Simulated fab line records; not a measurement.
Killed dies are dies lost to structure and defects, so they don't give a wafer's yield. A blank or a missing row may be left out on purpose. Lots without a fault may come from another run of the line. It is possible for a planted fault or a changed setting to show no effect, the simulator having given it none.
2 desks, one fault || flow gf180mcu || every desk sees just its own numbers, and what lay behind them comes last

## AT THE TOOL OWNER'S DESK: litho_track-04
The tool's own readings at GF_POLY_GATE_PEB_08 (peb time 90 s): means of the sampled wafers that have a number, for each lot that ran on this tool. The brackets show how far a lot's mean lies from the usual mean; more than 4 standard deviations puts the lot out of limits, marked OUT.
Columns: A = heater_power_total_W at GF_POLY_GATE_PEB_08, usual 85.69 W; B = plate_temp_C at GF_POLY_GATE_PEB_08, usual 135.04 C
{"lot": "L824", "first seen here": "day 9 07:58", "A": 85.79, "B": 135.13}
{"lot": "L828", "first seen here": "day 10 05:40", "A": 85.68, "B": 135.09}
{"lot": "L829", "first seen here": "day 10 15:40", "A": 85.70, "B": 135.07}
{"lot": "L834", "first seen here": "day 12 04:48", "A": 85.72, "B": 135.13}
{"lot": "L835", "first seen here": "day 12 09:59", "A": 85.67, "B": 135.10}
{"lot": "L837", "first seen here": "day 12 20:16", "A": 85.67, "B": 135.01}
{"lot": "L840", "first seen here": "day 13 17:19", "A": "83.47 (-27) OUT", "B": "132.36 (-19) OUT"}
{"lot": "L841", "first seen here": "day 14 01:04", "A": "83.47 (-27) OUT", "B": "132.43 (-19) OUT"}
This desk's finding: out of limits on L840, L841; first on L840, day 13 17:19 (heater_power_total_W at GF_POLY_GATE_PEB_08). L824, L828, L829, L834, L835, L837: within limits.

## THE METROLOGY DESK
Lot by lot, what the gauges showed, no matter which tool ran the lot: averages of those sampled wafers that carry a number. The brackets show how far a lot's mean lies from the usual mean; more than 4 standard deviations puts the lot out of limits, marked OUT.
Columns: A = VT_IMPLANT_TW at GF_VT_IMPLANT_TW_MEAS_10, usual 557; B = cd_nm at GF_POLY_GATE_CD_MEAS_10, usual 280.0 nm; C = POLY_GATE_OVL at GF_POLY_GATE_OVL_MEAS_11, usual -2 nm; D = HV_LDD_2_TW at GF_HV_LDD_TW_MEAS_23, usual 1050
{"lot": "L824", "first seen here": "day 5 17:34", "A": 561, "B": 279.8, "C": -5, "D": 1053}
{"lot": "L825", "first seen here": "day 6 00:29", "A": 563, "B": 279.6, "C": 2, "D": 1057}
{"lot": "L826", "first seen here": "day 6 03:44", "A": 564, "B": 279.3, "C": 5, "D": 1055}
{"lot": "L827", "first seen here": "day 6 12:19", "A": 557, "B": 279.6, "C": -2, "D": 1046}
{"lot": "L828", "first seen here": "day 6 15:40", "A": 563, "B": 280.7, "C": 4, "D": 1046}
{"lot": "L829", "first seen here": "day 6 22:31", "A": 565, "B": 279.3, "C": -9, "D": 1049}
{"lot": "L832", "first seen here": "day 7 20:50", "A": 564, "B": 281.6, "C": -10, "D": 1058}
{"lot": "L833", "first seen here": "day 8 00:01", "A": 548, "B": 280.4, "C": 2, "D": 1057}
{"lot": "L834", "first seen here": "day 8 07:53", "A": 550, "B": 280.0, "C": 1, "D": 1039}
{"lot": "L835", "first seen here": "day 8 12:53", "A": 555, "B": 280.7, "C": 1, "D": 1058}
{"lot": "L836", "first seen here": "day 8 19:37", "A": 549, "B": 280.9, "C": 0, "D": 1056}
{"lot": "L837", "first seen here": "day 8 22:49", "A": 559, "B": 281.0, "C": -4, "D": 1058}
{"lot": "L840", "first seen here": "day 9 13:28", "A": 552, "B": "286.9 (+7.5) OUT", "C": 0, "D": 1052}
{"lot": "L841", "first seen here": "day 9 21:36", "A": 551, "B": "287.8 (+8.4) OUT", "C": -9, "D": 1037}
This desk's finding: out of limits on L840, L841; first on L840, day 13 17:40 (cd_nm at GF_POLY_GATE_CD_MEAS_10). L824, L825, L826, L827, L828, L829, L832, L833, L834, L835, L836, L837: within limits.

## ALL TOGETHER
On L840, L841, at day 13 17:19, an alarm was possible from the tool owner's desk.
On L840, L841, the metrology desk was in a position to raise an alarm at day 13 17:40.
Every lot named ran GF_POLY_GATE_PEB_08 on litho_track-04.

## WHAT THE SIMULATOR HAD INSERTED
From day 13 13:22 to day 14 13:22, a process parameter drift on litho_track-04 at GF_POLY_GATE_PEB_08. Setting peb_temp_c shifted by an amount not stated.
Shown lots that were struck: L840, L841.
Fault start to first reading out of limits, in hours, per desk: tool owner, 4; metrology, 4.
